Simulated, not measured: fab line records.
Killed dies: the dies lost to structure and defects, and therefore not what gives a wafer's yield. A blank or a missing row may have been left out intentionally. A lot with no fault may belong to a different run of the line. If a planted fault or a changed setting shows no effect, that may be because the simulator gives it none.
Which of the tools did it? | flow gf180mcu | 15 lots, 45 wafers sampled, at 1 step of a route of 602

## WHAT THE GAUGES READ, wafer by wafer
GF_STI_THK_MEAS_24. Usual: STI_CVD_23_THK 650 nm, standard deviation 7.
lot  | measured    | on            | STI_CVD_23_THK (nm) | flag
L624 | day 3 06:26 | film-metro-03 | 641 650 658         |
L625 | day 3 10:11 | film-metro-03 | 647 655 653         |
L626 | day 3 15:37 | film-metro-01 | 643 638 641         |
L627 | day 3 20:41 | film-metro-03 | 653 653 642         |
L628 | day 4 01:24 | film-metro-01 | 647 653 657         |
L632 | day 4 22:42 | film-metro-03 | 653 648 652         |
L633 | day 5 03:58 | film-metro-01 | 665 651 653         |
L634 | day 5 09:08 | film-metro-01 | 662 651 644         |
L635 | day 5 14:20 | film-metro-02 | 644 649 655         |
L637 | day 5 23:49 | film-metro-02 | 661 653 650         |
L638 | day 6 05:27 | film-metro-02 | 641 647 641         |
L639 | day 6 10:40 | film-metro-03 | 654 670 660         |
L640 | day 6 14:58 | film-metro-02 | 650 649 645         |
L641 | day 6 20:52 | film-metro-01 | 650 660 650         |
L642 | day 7 01:52 | film-metro-03 | 649 638 645         |

## EACH LOT AND THE TOOL THAT RAN IT (in order: tool; ch and the chambers of the sampled wafers; start)
There is no process step in the record ahead of these readings.

## AS READ BY THE TOOLS THEMSELVES (means over the sampled wafers that have a number; for cases with no such wafer, the mark the record gives instead)
The record holds no such reading with a usual standard deviation.

## THE ANSWER, worked out from the rows above alone
Rule: lot off if the mean of its wafers having a number is beyond 3 standard deviations from the usual mean. Also off: a lot with no number at a reading for which 4 or more lots have one. The other lots that the step has rows for count as sound. After the gauges, taken in route order, come the tools' own readings; for these a lot's mean is taken, as printed above. The first step at which some lot is off is used, and at that step the reading that is off furthest; a lot without a number counts as furthest.
Across all readings shown, no lot is off: no conclusion can be drawn from this.

## WHAT WAS PUT IN BY THE SIMULATOR
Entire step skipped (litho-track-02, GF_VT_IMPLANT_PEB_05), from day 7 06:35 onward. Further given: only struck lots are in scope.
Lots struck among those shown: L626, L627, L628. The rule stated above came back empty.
